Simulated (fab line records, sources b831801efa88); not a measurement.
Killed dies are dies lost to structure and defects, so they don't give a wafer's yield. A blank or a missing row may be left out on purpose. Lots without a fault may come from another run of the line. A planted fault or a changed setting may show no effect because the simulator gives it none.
fab line records | flow sky130 | part 1 of 2: steps 1 to 32 of 41
record lots=5 wafers=15 last_day=50
route steps=708 shown CAPM@553 METAL3@555 VIA3@573
lots that met no fault: from a run of the same line without faults
start_h: hours from the record's first day to the start of the lot's first wafer shown | wait_h: hours since the lot's step before | " the same as in the row above | L1.1+2: a row that stands for several wafers | - no value, or no start given | * or withheld: withheld | < > ~ a bound
route shown NAME@n: a module of which the file shows steps, and the number in the route of the first | usual: mean/standard deviation of fault-free wafers | same: alike in all rows | chamber/n: place in a boat | sites: the reading at each site | _std_site: their standard deviation | _edge_site: outer sites' mean less inner sites' | radius_mm: how far each site lies from the wafer's centre | mask NAME#n: copy n | behind: the tool/chamber that last shaped the wafer | hold: why the lot was held/for how many hours/how that ended | device: the transistor (n, p or np) that didn't switch | end of line: the same wafers' tests at the end of the route | a step without rows: its recipe alone | killed: dies lost to structure and defects at the first sort, not the wafer's yield | map: a wafer's dies, x killed, . not, _ none there
set.NAME: the setting as run; set.NAME@STEP: as run at that earlier step | model.NAME: the simulator's own value behind a step, which no gauge read
lots at some steps of the route; a table a step, a row a wafer
services: from which hour (start_h, from the record's first day; less than 0 if before it) a tool's chamber was out of use, for how many hours, and why
## steps
# step SKY_CAPM_CLEAN_16
# recipe chemistry=IPA time_s=180 temp_c=25
# columns lot.wafer tool chamber start_h wait_h
L078.3+4+5 wet_bench-04 2 902.22 0.0
L088.1+3+6 wet_bench-02 1 979.55 0.0
L090.1+2+5 wet_bench-04 0 987.45 0.0
L092.1+3+6 wet_bench-03 1 1009.90 0.0
L095.2+4+6 wet_bench-03 3 1023.20 0.0
# step SKY_CAPM_CLEAN_17
# recipe chemistry=O3/DIW dry=n2_spin
# columns lot.wafer tool chamber start_h wait_h
L078.3+4+5 wet_bench-02 0 902.29 0.0
L088.1+3+6 wet_bench-03 0 979.61 0.0
L090.1+2+5 wet_bench-02 3 987.50 0.0
L092.1+3+6 wet_bench-02 1 1010.02 0.0
L095.2+4+6 wet_bench-02 0 1023.26 0.0
# step SKY_METAL3_DEHYDRATE_05
# recipe temp_c=200 time_s=60
# columns lot.wafer tool chamber start_h wait_h
L078.3+4+5 litho_track-04 0 913.90 11.5
L088.1+3+6 litho_track-04 0 990.40 10.7
L090.1+2+5 litho_track-03 0 998.25 10.6
L092.1+3+6 litho_track-04 0 1020.45 10.3
L095.2+4+6 litho_track-02 0 1034.34 11.0
# step SKY_METAL3_HMDS_06
# recipe prime_time_s=60 prime_temp_c=120
# columns lot.wafer tool chamber start_h wait_h
L078.3+4+5 litho_track-04 0 914.05 0.1
L088.1+3+6 litho_track-04 0 990.55 0.1
L090.1+2+5 litho_track-03 0 998.40 0.1
L092.1+3+6 litho_track-04 0 1020.60 0.1
L095.2+4+6 litho_track-02 0 1034.49 0.1
# step SKY_METAL3_COAT_07
# recipe resist=BARC temp_c=withheld time_s=withheld spin_rpm=3000 resist_thk_nm=60
# columns lot.wafer tool chamber start_h wait_h
L078.3+4+5 litho_track-04 0 914.20 0.1
L088.1+3+6 litho_track-04 0 990.70 0.1
L090.1+2+5 litho_track-03 0 998.55 0.1
L092.1+3+6 litho_track-04 0 1020.75 0.1
L095.2+4+6 litho_track-02 0 1034.64 0.1
# step SKY_METAL3_COAT_08
# recipe resist=KrF-thick spin_rpm=3000 resist_thk_nm=1140
# columns lot.wafer tool chamber start_h wait_h
L078.3+4+5 litho_track-04 0 - -
L088.1+3+6 litho_track-04 0 - -
L090.1+2+5 litho_track-03 0 - -
L092.1+3+6 litho_track-04 0 - -
L095.2+4+6 litho_track-02 0 - -
# step SKY_METAL3_SOFTBAKE_09
# recipe temp_c=100 time_s=90 resist=KrF-thick
# columns lot.wafer tool chamber start_h wait_h
L078.3+4+5 litho_track-04 0 - -
L088.1+3+6 litho_track-04 0 - -
L090.1+2+5 litho_track-03 0 - -
L092.1+3+6 litho_track-04 0 - -
L095.2+4+6 litho_track-02 0 - -
# step SKY_METAL3_EXPOSE_10
# recipe mask_id=MM3 na=0.68 source_shape=annular sigma_inner=0.4 sigma_outer=0.8 target_cd_nm=300 dose_mj=28
# columns lot.wafer tool chamber start_h wait_h mask
L078.3+4+5 krf_scanner-01 0 - - MM3#0
L088.1+3+6 krf_scanner-02 0 - - MM3#0
L090.1+2+5 krf_scanner-01 0 - - MM3#0
L092.1+3+6 krf_scanner-01 0 - - MM3#0
L095.2+4+6 krf_scanner-01 0 - - MM3#0
# step SKY_METAL3_PEB_11
# recipe peb_temp_c=withheld peb_time_s=withheld resist=KrF-thick
# columns lot.wafer tool chamber start_h wait_h
L078.3+4+5 litho_track-04 0 - -
L088.1+3+6 litho_track-03 0 - -
L090.1+2+5 litho_track-02 0 - -
L092.1+3+6 litho_track-03 0 - -
L095.2+4+6 litho_track-03 0 - -
# step SKY_METAL3_DEVELOP_12
# recipe develop_time_s=60 resist=KrF-thick dev_temp_c=21
# columns lot.wafer tool chamber start_h wait_h
L078.3+4+5 litho_track-04 0 - -
L088.1+3+6 litho_track-03 0 - -
L090.1+2+5 litho_track-02 0 - -
L092.1+3+6 litho_track-03 0 - -
L095.2+4+6 litho_track-03 0 - -
# step SKY_METAL3_CD_MEAS_13
# recipe target_cd_nm=300
# usual cd_nm=300.4/1.6
# columns lot.wafer tool chamber start_h wait_h cd_nm
L078.3 cd_sem-02 - 927.34 - 299.2
L078.4 " - " " 300.4
L078.5 " - " " 300.7
L088.1 cd_sem-01 - 1003.10 - 298.2
L088.3 " - " " 299.7
L088.6 " - " " 300.6
L090.1 cd_sem-01 - 1010.31 - 298.5
L090.2 " - " " 301.1
L090.5 " - " " 299.9
L092.1 cd_sem-02 - 1032.35 - 299.9
L092.3 " - " " 300.7
L092.6 " - " " 300.1
L095.2 cd_sem-02 - 1045.67 - 301.6
L095.4 " - " " 299.7
L095.6 " - " " 299.6
# step SKY_METAL3_OVL_MEAS_14
# usual METAL3_OVL=2/5.5
# columns lot.wafer tool chamber start_h wait_h METAL3_OVL[nm]
L078.3 overlay-02 - 927.43 0.1 -3
L078.4 " - " " 3
L078.5 " - " " 1
L088.1 overlay-01 - 1003.22 0.1 1
L088.3 " - " " 7
L088.6 " - " " -3
L090.1 overlay-02 - 1010.43 0.1 2
L090.2 " - " " -3
L090.5 " - " " -1
L092.1 overlay-02 - 1032.47 0.1 13
L092.3 " - " " 15
L092.6 " - " " 11
L095.2 overlay-01 - 1045.77 0.1 -7
L095.4 " - " " -9
L095.6 " - " " -4
# step SKY_METAL3_DESCUM_15
# recipe chemistry=O2 source_power_w=150 bias_power_w=0 pressure_mtorr=10 temp_c=40 time_s=8
# usual chamber_pressure_mTorr=10.001/0.012 drypump_motor_current_A=5.6/0.5 oes_product_au=1.004/0.0064
# columns lot.wafer tool chamber start_h wait_h chamber_pressure_mTorr drypump_motor_current_A oes_product_au rf_hours_counter_h
L078.3 rie_metal-04 0 927.48 0.0 10.001 6.1 0.999 -
L078.4 " 0 " " 9.992 6.2 1.015 -
L078.5 " 0 " " 9.998 6.1 1.010 -
L088.1 rie_metal-03 0 1003.25 0.0 9.988 6.2 0.990 22
L088.3 " 1 " " 9.998 5.1 1.009 -
L088.6 " 0 " " 10.001 6.2 1.007 -
L090.1 rie_metal-01 0 1010.47 0.0 9.994 5.7 1.010 9
L090.2 " 1 " " 9.999 5.4 1.006 14
L090.5 " 0 " " 9.987 5.7 1.005 -
L092.1 rie_metal-01 0 1032.50 0.0 10.012 5.6 1.009 10
L092.3 " 1 " " 9.990 5.4 1.003 -
L092.6 " 1 " " 10.004 5.4 1.002 -
L095.2 rie_metal-04 1 1045.80 0.0 9.996 5.2 0.992 6
L095.4 " 0 " " 9.999 6.1 1.002 -
L095.6 " 1 " " 9.994 5.2 1.001 -
# step SKY_METAL3_ETCH_16
# recipe chemistry=N2/H2 target=BARC ion_energy_ev=200 bias_w=100 pressure_mtorr=30 n2_flow_sccm=100 h2_flow_sccm=200 icp_w=500 stop_on=SiO2 time_s=88.2 target_depth_a=600
# usual chamber_pressure_mTorr=30.003/0.025 drypump_motor_current_A=5.6/0.5 oes_product_au=0.625/0.0045 throttle_valve_pct=13.204/0.0086
# columns lot.wafer tool chamber start_h wait_h chamber_pressure_mTorr drypump_motor_current_A oes_product_au rf_hours_counter_h throttle_valve_pct
L078.3 rie_metal-04 0 927.58 0.1 30.025 6.1 0.631 - 13.222
L078.4 " 0 " " 29.974 6.1 0.624 - 13.209
L078.5 " 0 " " 29.980 6.1 0.619 - 13.194
L088.1 rie_metal-03 0 1003.29 0.0 29.971 6.2 0.631 22 13.200
L088.3 " 1 " " 30.029 5.1 0.627 - 13.200
L088.6 " 0 " " 30.015 6.2 0.630 - 13.212
L090.1 rie_metal-01 0 1010.50 0.0 29.998 5.7 0.623 9 13.195
L090.2 " 1 " " 30.014 5.5 0.620 14 13.199
L090.5 " 0 " " 30.007 5.7 0.623 - 13.194
L092.1 rie_metal-01 0 1032.54 0.0 29.966 5.6 0.621 10 13.205
L092.3 " 1 " " 30.003 5.4 0.636 - 13.207
L092.6 " 1 " " 29.951 5.4 0.628 - 13.197
L095.2 rie_metal-04 1 1045.84 0.0 30.036 5.2 0.628 6 13.191
L095.4 " 0 " " 29.981 6.1 0.620 - 13.211
L095.6 " 1 " " 29.981 5.2 0.626 - 13.210
# step SKY_METAL3_ETCH_17
# recipe target=SiO2 stop_on=TiN chemistry=C4F8/O2/Ar source_w=1500 bias_w=1200 pressure_mtorr=40 c4f8_flow_sccm=withheld O2_flow_sccm=6 Ar_flow_sccm=300 time_s=3.9 target_depth_a=150
# usual chamber_pressure_mTorr=40.00/0.036 oes_product_au=0.754/0.0072
# columns lot.wafer tool chamber start_h wait_h chamber_pressure_mTorr oes_product_au rf_hours_counter_h
L078.3 rie_diel-02 1 927.71 0.1 40.01 0.750 2
L078.4 " 2 " " 40.02 0.756 12
L078.5 " 3 " " 40.05 0.745 -
L088.1 rie_diel-01 3 1003.38 0.1 40.01 0.756 7
L088.3 " 0 " " 39.97 0.752 9
L088.6 " 0 " " 40.02 0.758 -
L090.1 rie_diel-03 1 1010.60 0.1 39.96 0.752 14
L090.2 " 3 " " 40.03 0.747 21
L090.5 " 2 " " 40.05 0.758 -
L092.1 rie_diel-03 3 1032.63 0.1 40.02 0.747 22
L092.3 " 2 " " 39.98 0.759 20
L092.6 " 1 " " 40.00 0.745 -
L095.2 rie_diel-02 0 1045.93 0.1 39.94 0.745 7
L095.4 " 1 " " 40.00 0.755 6
L095.6 " 0 " " 40.05 0.750 -
# step SKY_METAL3_METAL_ETCH_18
# recipe target_depth_a=8450 stop_on=SiO2 over_etch_frac=0.3 time_s=183.1 chemistry=Cl2/BCl3 resist_sidewall_deg=88 pressure_mtorr=10 icp_w=900 bias_w=48.5 Cl2_flow_sccm=60 bcl3_flow_sccm=30
# usual chamber_pressure_mTorr=9.999/0.0086 drypump_motor_current_A=5.6/0.43 oes_product_au=0.868/0.0057 throttle_valve_pct=22.264/0.01
# columns lot.wafer tool chamber start_h wait_h chamber_pressure_mTorr drypump_motor_current_A oes_product_au rf_hours_counter_h throttle_valve_pct
L078.3 rie_metal-03 1 927.79 0.1 9.986 5.0 0.871 - 22.261
L078.4 " 0 " " 9.996 6.2 0.860 - 22.264
L078.5 " 1 " " 9.992 5.0 0.869 - 22.273
L088.1 rie_metal-04 0 1003.40 0.0 10.000 6.2 0.872 15 22.276
L088.3 " 1 " " 10.000 5.2 0.874 - 22.253
L088.6 " 0 " " 10.018 6.1 0.861 - 22.271
L090.1 rie_metal-04 0 1010.62 0.0 9.999 6.1 0.876 16 22.273
L090.2 " 1 " " 10.011 5.2 0.885 4 22.250
L090.5 " 1 " " 9.987 5.2 0.878 - 22.274
L092.1 rie_metal-03 1 1032.65 0.0 10.002 5.1 0.867 10 22.278
L092.3 " 1 " " 10.005 5.1 0.860 - 22.272
L092.6 " 1 " " 9.999 5.1 0.867 - 22.269
L095.2 rie_metal-01 1 1045.95 0.0 10.010 5.4 0.865 16 22.265
L095.4 " 1 " " 10.007 5.5 0.875 - 22.268
L095.6 " 1 " " 9.992 5.5 0.862 - 22.287
# step SKY_METAL3_STRIP_19
# recipe chemistry=O2/N2 power_w=1400 pressure_mtorr=1500 platen_temp_c=withheld o2_flow_sccm=3000 n2_flow_sccm=300 overash_fraction=0.5
# usual chamber_pressure_mTorr=1500.3/1.5 drypump_motor_current_A=5.9/0.45 oes_product_au=0.501/0.0053 strip_time_to_endpoint_s=6.51/0.058
# columns lot.wafer tool chamber start_h wait_h chamber_pressure_mTorr drypump_motor_current_A oes_product_au rf_hours_counter_h strip_time_to_endpoint_s
L078.3 plasma_asher-02 0 927.94 0.1 1499.6 5.9 0.500 - 6.52
L078.4 " 1 " " 1500.8 6.2 0.508 - 6.65
L078.5 " 0 " " 1499.8 5.9 0.505 - 6.51
L088.1 plasma_asher-03 1 1003.58 0.1 1499.1 6.6 0.513 58 6.52
L088.3 " 1 " " 1500.3 6.6 0.507 - 6.57
L088.6 " 1 " " 1502.5 6.6 0.503 - 6.49
L090.1 plasma_asher-02 1 1010.79 0.1 1500.8 6.2 0.499 120 6.48
L090.2 " 0 " " 1499.1 5.9 0.507 120 6.62
L090.5 " 0 " " 1501.2 5.9 0.505 - 6.53
L092.1 plasma_asher-03 0 1033.01 0.3 1502.0 6.0 0.504 61 6.52
L092.3 " 0 " " 1500.3 6.0 0.499 - 6.54
L092.6 " 1 " " 1499.8 6.6 0.507 - 6.53
L095.2 plasma_asher-04 1 1046.13 0.1 1502.9 5.5 0.500 30 6.49
L095.4 " 0 " " 1499.5 5.3 0.503 - 6.45
L095.6 " 1 " " 1499.8 5.5 0.490 - 6.46
# step SKY_METAL3_STRIP_20
# recipe chemistry=post_etch_residue_remover time_s=1200 temp_c=72.5
# usual bath_guard_temp_C=72.4/0.53
# columns lot.wafer tool chamber start_h wait_h bath_guard_temp_C
L078.3 wet_bench-01 2 928.01 0.0 72.6
L078.4 " 2 " " 72.7
L078.5 " 2 " " 72.7
L088.1 wet_bench-01 1 1003.68 0.1 72.6
L088.3 " 1 " " 72.4
L088.6 " 1 " " 72.4
L090.1 wet_bench-03 2 1010.92 0.1 72.1
L090.2 " 2 " " 71.7
L090.5 " 2 " " 72.1
L092.1 wet_bench-01 0 1033.11 0.1 71.8
L092.3 " 0 " " 71.6
L092.6 " 0 " " 72.2
L095.2 wet_bench-03 2 1046.23 0.1 71.8
L095.4 " 2 " " 71.9
L095.6 " 2 " " 71.7
# step SKY_METAL3_CLEAN_21
# recipe chemistry=IPA time_s=180 temp_c=25
# columns lot.wafer tool chamber start_h wait_h
L078.3+4+5 wet_bench-03 1 928.35 0.0
L088.1+3+6 wet_bench-04 3 1004.02 0.0
L090.1+2+5 wet_bench-04 2 1011.61 0.0
L092.1+3+6 wet_bench-01 3 1033.45 0.0
L095.2+4+6 wet_bench-03 0 1046.91 0.0
# step SKY_METAL3_CLEAN_22
# recipe chemistry=O3/DIW dry=n2_spin
# columns lot.wafer tool chamber start_h wait_h
L078.3+4+5 wet_bench-04 1 928.41 0.0
L088.1+3+6 wet_bench-03 1 1004.08 0.0
L090.1+2+5 wet_bench-01 0 1011.66 0.0
L092.1+3+6 wet_bench-01 2 1033.51 0.0
L095.2+4+6 wet_bench-03 0 1047.03 0.0
# step SKY_VIA3_HDPCVD_00
# recipe material=SiO2 target_thk_nm=1635 sigma_open_frac=0.3 time_s=272.5 temp_c=400 sih4_flow_sccm=60 pressure_mtorr=6
# usual susceptor_temp_C=400.00/0.22
# columns lot.wafer tool chamber start_h wait_h susceptor_temp_C
L078.3 hdpcvd-01 2 928.50 0.0 399.94
L078.4 " 1 " " 400.09
L078.5 " 0 " " 400.01
L088.1 hdpcvd-01 0 1004.26 0.0 399.82
L088.3 " 2 " " 399.95
L088.6 " 2 " " 400.12
L090.1 hdpcvd-02 1 1011.85 0.0 400.10
L090.2 " 0 " " 400.10
L090.5 " 1 " " 400.27
L092.1 hdpcvd-01 1 1033.60 0.0 399.69
L092.3 " 2 " " 400.24
L092.6 " 1 " " 399.93
L095.2 hdpcvd-01 0 1047.21 0.0 400.08
L095.4 " 1 " " 400.31
L095.6 " 0 " " 399.64
# step SKY_VIA3_THK_MEAS_01
# recipe reads=SiO2_of_VIA3_HDPCVD_00
# usual VIA3_HDPCVD_THK=1636/17
# columns lot.wafer tool chamber start_h wait_h VIA3_HDPCVD_THK[nm]
L078.3 film_metro-04 - 928.69 0.1 1610
L078.4 " - " " 1624
L078.5 " - " " 1635
L088.1 film_metro-03 - 1004.43 0.1 1639
L088.3 " - " " 1627
L088.6 " - " " 1619
L090.1 film_metro-02 - 1012.02 0.1 1660
L090.2 " - " " 1678
L090.5 " - " " 1677
L092.1 film_metro-03 - 1033.77 0.1 1643
L092.3 " - " " 1626
L092.6 " - " " 1654
L095.2 film_metro-04 - 1047.39 0.1 1634
L095.4 " - " " 1634
L095.6 " - " " 1623
# step SKY_VIA3_CMP_02
# recipe material=SiO2 down_force_psi=4 platen_rpm=60 pad_velocity_m_s=0.94248
# usual motor_current_A=12.1/1.5
# columns lot.wafer tool chamber start_h wait_h motor_current_A
L078.4 cmp-02 1 928.83 0.1 11.2
L078.3 " 2 " " 11.5
L078.5 " 3 " " 11.8
L088.1 cmp-01 1 1004.49 0.1 13.2
L088.3 " 2 " " 11.3
L088.6 " 2 " " 11.2
L090.1 cmp-02 3 1012.08 0.1 12.5
L090.2 " 1 " " 11.5
L090.5 " 3 " " 12.6
L092.3 cmp-01 3 1033.83 0.0 11.2
L092.1 " 0 " " 8.8
L092.6 " 0 " " 9.7
L095.4 cmp-01 3 1047.49 0.1 10.4
L095.2 " 0 " " 9.3
L095.6 " 2 " " 11.2
# step SKY_VIA3_BOW_MEAS_03
# recipe mode=bow
# usual VIA3_BOW=78/7.9
# columns lot.wafer tool chamber start_h wait_h VIA3_BOW[um]
L078.3 film_metro-02 - 929.07 0.1 69
L078.4 " - " " 82
L078.5 " - " " 75
L088.1 film_metro-03 - 1004.79 0.2 63
L088.3 " - " " 65
L088.6 " - " " 77
L090.1 film_metro-03 - 1012.38 0.2 72
L090.2 " - " " 72
L090.5 " - " " 78
L092.1 film_metro-03 - 1034.13 0.2 76
L092.3 " - " " 71
L092.6 " - " " 83
L095.2 film_metro-03 - 1047.76 0.2 82
L095.4 " - " " 89
L095.6 " - " " 77
# step SKY_VIA3_DEHYDRATE_04
# recipe temp_c=200 time_s=60
# columns lot.wafer tool chamber start_h wait_h
L078.3+4+5 litho_track-02 0 940.91 11.8
L088.1+3+6 litho_track-01 0 1015.19 10.4
L090.1+2+5 litho_track-02 0 1023.36 11.0
L092.1+3+6 litho_track-03 0 1044.50 10.4
L095.2+4+6 litho_track-02 0 1057.94 10.2
# step SKY_VIA3_HMDS_05
# recipe prime_time_s=60 prime_temp_c=120
# columns lot.wafer tool chamber start_h wait_h
L078.3+4+5 litho_track-02 0 941.06 0.1
L088.1+3+6 litho_track-01 0 1015.34 0.1
L090.1+2+5 litho_track-02 0 1023.51 0.1
L092.1+3+6 litho_track-03 0 1044.65 0.1
L095.2+4+6 litho_track-02 0 1058.09 0.1
# step SKY_VIA3_COAT_06
# recipe resist=BARC temp_c=withheld time_s=withheld spin_rpm=3000 resist_thk_nm=60
# columns lot.wafer tool chamber start_h wait_h
L078.3+4+5 litho_track-02 0 941.21 0.1
L088.1+3+6 litho_track-01 0 1015.49 0.1
L090.1+2+5 litho_track-02 0 1023.66 0.1
L092.1+3+6 litho_track-03 0 1044.80 0.1
L095.2+4+6 litho_track-02 0 1058.24 0.1
# step SKY_VIA3_COAT_07
# recipe resist=KrF-thick spin_rpm=3000 resist_thk_nm=450
# columns lot.wafer tool chamber start_h wait_h
L078.3+4+5 litho_track-02 0 - -
L088.1+3+6 litho_track-01 0 - -
L090.1+2+5 litho_track-02 0 - -
L092.1+3+6 litho_track-03 0 - -
L095.2+4+6 litho_track-02 0 - -
# step SKY_VIA3_SOFTBAKE_08
# recipe temp_c=100 time_s=90 resist=KrF-thick
# columns lot.wafer tool chamber start_h wait_h
L078.3+4+5 litho_track-02 0 - -
L088.1+3+6 litho_track-01 0 - -
L090.1+2+5 litho_track-02 0 - -
L092.1+3+6 litho_track-03 0 - -
L095.2+4+6 litho_track-02 0 - -
# step SKY_VIA3_EXPOSE_09
# recipe mask_id=VIM3 na=0.8 source_shape=annular sigma_inner=0.55 sigma_outer=0.85 target_cd_nm=200 dose_mj=38
# columns lot.wafer tool chamber start_h wait_h mask
L078.3+4+5 krf_scanner-02 0 - - VIM3#0
L088.1+3+6 krf_scanner-01 0 - - VIM3#0
L090.1+2+5 krf_scanner-01 0 - - VIM3#0
L092.1+3+6 krf_scanner-01 0 - - VIM3#0
L095.2+4+6 krf_scanner-01 0 - - VIM3#0
# step SKY_VIA3_PEB_10
# recipe peb_temp_c=withheld peb_time_s=withheld resist=KrF-thick
# columns lot.wafer tool chamber start_h wait_h
L078.3+4+5 litho_track-02 0 - -
L088.1+3+6 litho_track-02 0 - -
L090.1+2+5 litho_track-02 0 - -
L092.1+3+6 litho_track-02 0 - -
L095.2+4+6 litho_track-02 0 - -
# step SKY_VIA3_DEVELOP_11
# recipe develop_time_s=60 resist=KrF-thick dev_temp_c=21
# columns lot.wafer tool chamber start_h wait_h
L078.3+4+5 litho_track-02 0 - -
L088.1+3+6 litho_track-02 0 - -
L090.1+2+5 litho_track-02 0 - -
L092.1+3+6 litho_track-02 0 - -
L095.2+4+6 litho_track-02 0 - -
